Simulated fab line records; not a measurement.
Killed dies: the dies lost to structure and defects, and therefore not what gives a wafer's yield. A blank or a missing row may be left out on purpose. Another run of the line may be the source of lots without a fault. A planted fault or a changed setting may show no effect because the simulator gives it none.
The tool behind it: which one? / flow sky130 / 6 lots with 17 wafers sampled at 2 steps, on a route of 708 steps

## WHAT EACH GAUGE READ, for each wafer
SKY_VIA1_RS_MEAS_22: measures by four-point-probe.
lot=L610; measured=day 35 23:51; on=film_metro-01; VIA1_W_RS (ohm/sq)=0.430 0.413 0.412
lot=L613; measured=day 36 07:37; on=film_metro-03; VIA1_W_RS (ohm/sq)=0.432 0.416 0.436
lot=L616; measured=day 36 23:01; on=film_metro-04; VIA1_W_RS (ohm/sq)=0.434 0.439 0.438
lot=L623; measured=day 38 08:46; on=film_metro-03; VIA1_W_RS (ohm/sq)=0.436 0.319
lot=L625; measured=day 39 04:44; on=film_metro-01; VIA1_W_RS (ohm/sq)=0.439 0.419 0.439
lot=L629; measured=day 40 09:55; on=film_metro-03; VIA1_W_RS (ohm/sq)=0.436 0.433 0.418

## WHAT TOOL EACH LOT RAN ON (gives the tool, then ch and the chambers of the sampled wafers, and finally the start)
lot=L610; SKY_VIA1_CVD_21=cvd_w-02 ch 0,1, day 35 23:45
lot=L613; SKY_VIA1_CVD_21=cvd_w-02 ch 0,1, day 36 07:31
lot=L616; SKY_VIA1_CVD_21=cvd_w-01 ch 0,1, day 36 22:53
lot=L623; SKY_VIA1_CVD_21=cvd_w-01 ch 0, day 38 08:39
lot=L625; SKY_VIA1_CVD_21=cvd_w-02 ch 0,1, day 39 04:37
lot=L629; SKY_VIA1_CVD_21=cvd_w-02 ch 0,1, day 40 09:49
- SKY_VIA1_CVD_21: deposits W, target thk 270 nm, time 80.902 s.

## THE ANSWER, worked out from the rows above alone
Rule: the usual values come from the lots themselves. Put in order of their means at a reading, lots are off if they are a third of the lots or fewer, leave a main group of 4 or more, and stand apart from it by a gap of 3 or more times the standard deviation of the main group's means; of several such gaps the widest counts. The tables above print the reading to a certain number of digits; a main group whose means all agree to those digits is not used. Also off: a lot with no number at a reading for which 4 or more lots have one. Where the step has rows for the other lots, those lots are counted as sound.
Off: L623, seen at SKY_VIA1_RS_MEAS_22 (VIA1_W_RS). For the main group the mean is 0.429 ohm/sq and the standard deviation 0.0062.
If a tool, at a process step before that reading, ran all the lots that are off and no sound lot after the first of them, it fits. Those tools and the gauges at SKY_VIA1_RS_MEAS_22 are tried in the same way. One fits: cvd_w-01 at SKY_VIA1_CVD_21. A fault onset in the window from L616 (day 36 22:53, its last sound lot) to L623 (day 38 08:39, its first lot off) fits.

## WHAT WAS PUT IN BY THE SIMULATOR
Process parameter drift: cvd_w-01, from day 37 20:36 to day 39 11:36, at SKY_VIA1_CVD_21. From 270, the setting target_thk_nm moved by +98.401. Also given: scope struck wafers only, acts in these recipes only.
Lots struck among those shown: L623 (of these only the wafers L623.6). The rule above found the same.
